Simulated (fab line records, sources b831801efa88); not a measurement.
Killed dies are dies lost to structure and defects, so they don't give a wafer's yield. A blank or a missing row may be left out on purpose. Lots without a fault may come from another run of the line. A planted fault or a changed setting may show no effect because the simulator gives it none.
Which tool did it? | flow sky130 | 13 lots, 39 wafers sampled, at 4 steps of a route of 708

WHAT THE GAUGES READ, wafer by wafer
SKY_METAL2_CD_MEAS_15: target cd 140 nm. Usual: cd_nm 140.2 nm, standard deviation 1.3.
lot  | measured     | on        | cd_nm (nm)        | flag
L144 | day 35 09:26 | cd_sem-01 | 140.5 142.3 140.6 |
L146 | day 35 23:29 | cd_sem-01 | 140.4 138.5 138.9 |
L148 | day 36 07:55 | cd_sem-01 | 140.4 141.3 141.3 |
L150 | day 37 06:20 | cd_sem-02 | 138.0 140.9 139.0 |
L151 | day 37 17:01 | cd_sem-01 | 140.3 140.8 141.4 |
L152 | day 37 17:59 | cd_sem-01 | 139.9 139.3 139.2 |
L155 | day 38 20:09 | cd_sem-02 | 139.5 141.4 139.7 |
L156 | day 39 04:41 | cd_sem-01 | 141.2 140.7 140.6 |
L157 | day 39 09:08 | cd_sem-02 | 140.3 141.7 140.8 |
L164 | day 41 19:31 | cd_sem-02 | 139.5 141.8 139.3 |
L167 | day 42 06:11 | cd_sem-01 | 142.7 142.4 140.9 |
L165 | day 42 06:17 | cd_sem-02 | 139.3 137.5 138.3 |
L166 | day 42 10:02 | cd_sem-01 | 141.0 140.5 141.1 |

SKY_VIA2_THK_MEAS_23: measures by xrf. Usual: VIA2_W_THK 434 nm, standard deviation 9.6.
lot  | measured     | on            | VIA2_W_THK (nm) | flag
L144 | day 36 14:38 | film_metro-01 | 417 417 415     |
L146 | day 37 04:07 | film_metro-04 | 439 441 438     |
L148 | day 37 12:59 | film_metro-01 | 422 420 425     |
L150 | day 38 10:13 | film_metro-04 | 436 438 438     |
L151 | day 38 22:00 | film_metro-01 | 427 422 434     |
L152 | day 38 22:35 | film_metro-02 | 444 439 446     |
L155 | day 39 23:52 | film_metro-01 | 430 429 435     |
L156 | day 40 08:25 | film_metro-02 | 440 440 435     |
L157 | day 40 12:07 | film_metro-04 | 420 420 415     |
L164 | day 42 22:14 | film_metro-04 | 434 442 434     |
L167 | day 43 08:10 | film_metro-02 | 451 463 451     |
L165 | day 43 08:27 | film_metro-04 | 439 438 442     |
L166 | day 43 12:04 | film_metro-04 | 429 425 425     |

WHICH TOOL RAN EACH LOT (tool, then ch and the chambers of the sampled wafers, then the start)
lot  | SKY_VIA2_DEVELOP_11               | SKY_VIA2_ETCH_15
L144 | litho_track-04 ch 0, day 36 13:00 | rie_diel-04 ch 0,2,3, day 36 13:35
L146 | litho_track-03 ch 0, day 37 02:00 | rie_diel-01 ch 0,1,3, day 37 02:49
L148 | litho_track-01 ch 0, day 37 11:00 | rie_diel-04 ch 0,1, day 37 11:57
L150 | litho_track-03 ch 0, day 38 08:00 | rie_diel-01 ch 0,2,3, day 38 09:16
L151 | litho_track-03 ch 0, day 38 20:00 | rie_diel-03 ch 1,2, day 38 21:01
L152 | litho_track-04 ch 0, day 38 21:00 | rie_diel-01 ch 0,1, day 38 21:35
L155 | litho_track-04 ch 0, day 39 22:00 | rie_diel-04 ch 0,1, day 39 22:47
L156 | litho_track-01 ch 0, day 40 06:00 | rie_diel-04 ch 1,2,3, day 40 07:12
L157 | litho_track-03 ch 0, day 40 10:00 | rie_diel-03 ch 0,1,2, day 40 11:10
L164 | litho_track-04 ch 0, day 42 20:00 | rie_diel-01 ch 2,3, day 42 21:17
L167 | litho_track-03 ch 0, day 43 06:00 | rie_diel-03 ch 1,2, day 43 07:13
L165 | litho_track-04 ch 0, day 43 07:00 | rie_diel-01 ch 0,1,2, day 43 07:29
L166 | litho_track-03 ch 0, day 43 10:00 | rie_diel-01 ch 0,1,2, day 43 11:07
- SKY_VIA2_DEVELOP_11: develop time 60 s.
- SKY_VIA2_ETCH_15: etches SiO2 in C4F8/O2/Ar, stops on TiN, target depth 546 nm, time 84 s.

WHAT THE TOOLS THEMSELVES READ (means of the sampled wafers that have a number; where no wafer has one, the mark that the record gives instead)
SKY_VIA2_DEVELOP_11. Usual: developer_temp_C 21.00 C, standard deviation 0.1; exhaust_pa 45.0 Pa, standard deviation 0.86.
lot  | tool           | developer_temp_C (C) | exhaust_pa (Pa) | flag
L144 | litho_track-04 | 21.14                | 45.4            |
L146 | litho_track-03 | 21.01                | 45.0            |
L148 | litho_track-01 | 21.07                | 45.0            |
L150 | litho_track-03 | 20.98                | 45.5            |
L151 | litho_track-03 | 20.91                | 44.7            |
L152 | litho_track-04 | 20.88                | 45.3            |
L155 | litho_track-04 | 21.11                | 44.9            |
L156 | litho_track-01 | 20.90                | 45.5            |
L157 | litho_track-03 | 21.04                | 45.4            |
L164 | litho_track-04 | 20.11                | 44.6            | OFF
L167 | litho_track-03 | 20.92                | 44.5            |
L165 | litho_track-04 | 20.24                | 44.7            | OFF
L166 | litho_track-03 | 21.07                | 45.9            |

SKY_VIA2_ETCH_15. Usual: oes_product_au 0.940 a.u., standard deviation 0.0048.
lot  | tool        | oes_product_au (a.u.) | flag
L144 | rie_diel-04 | 0.935                 |
L146 | rie_diel-01 | 0.941                 |
L148 | rie_diel-04 | 0.933                 |
L150 | rie_diel-01 | 0.937                 |
L151 | rie_diel-03 | 0.943                 |
L152 | rie_diel-01 | 0.944                 |
L155 | rie_diel-04 | 0.943                 |
L156 | rie_diel-04 | 0.944                 |
L157 | rie_diel-03 | 0.941                 |
L164 | rie_diel-01 | 0.940                 |
L167 | rie_diel-03 | 0.942                 |
L165 | rie_diel-01 | 0.941                 |
L166 | rie_diel-01 | 0.939                 |

THE ANSWER, worked out from the rows above alone
Rule: a lot is off if the mean of its wafers that have a number lies more than 3 standard deviations from the usual mean. A lot without any number at a reading at which 4 lots or more have one is off too. The other lots that the step has rows for count as sound. The gauges are gone through in route order, then the tools' own readings, and for those a lot's mean is taken as printed above. The first step at which some lot is off is used, and at that step the reading that is off furthest; a lot without a number counts as furthest.
Off: L164, L165, at SKY_VIA2_DEVELOP_11 (developer_temp_C).
A tool fits if, at that step or a process step before it, it ran every lot that is off, and no sound lot after the first of them. One fits: litho_track-04 at SKY_VIA2_DEVELOP_11. Its last sound lot is L155 (day 39 22:00), its first lot that is off L164 (day 42 20:00): a fault that began between those two fits.
The tool's own readings at SKY_VIA2_DEVELOP_11 bear it out: on the lots that are off they differ by more than 5 times the standard deviation of the sound lots' means. developer_temp_C reads 20.17 C there against 21.00 C on the sound lots.

WHAT THE SIMULATOR HAD PUT IN
Process parameter drift: litho_track-04, from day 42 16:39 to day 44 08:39, at SKY_VIA2_DEVELOP_11. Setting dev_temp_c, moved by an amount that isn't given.
Lots struck among those shown: L164, L165. The rule above found the same.
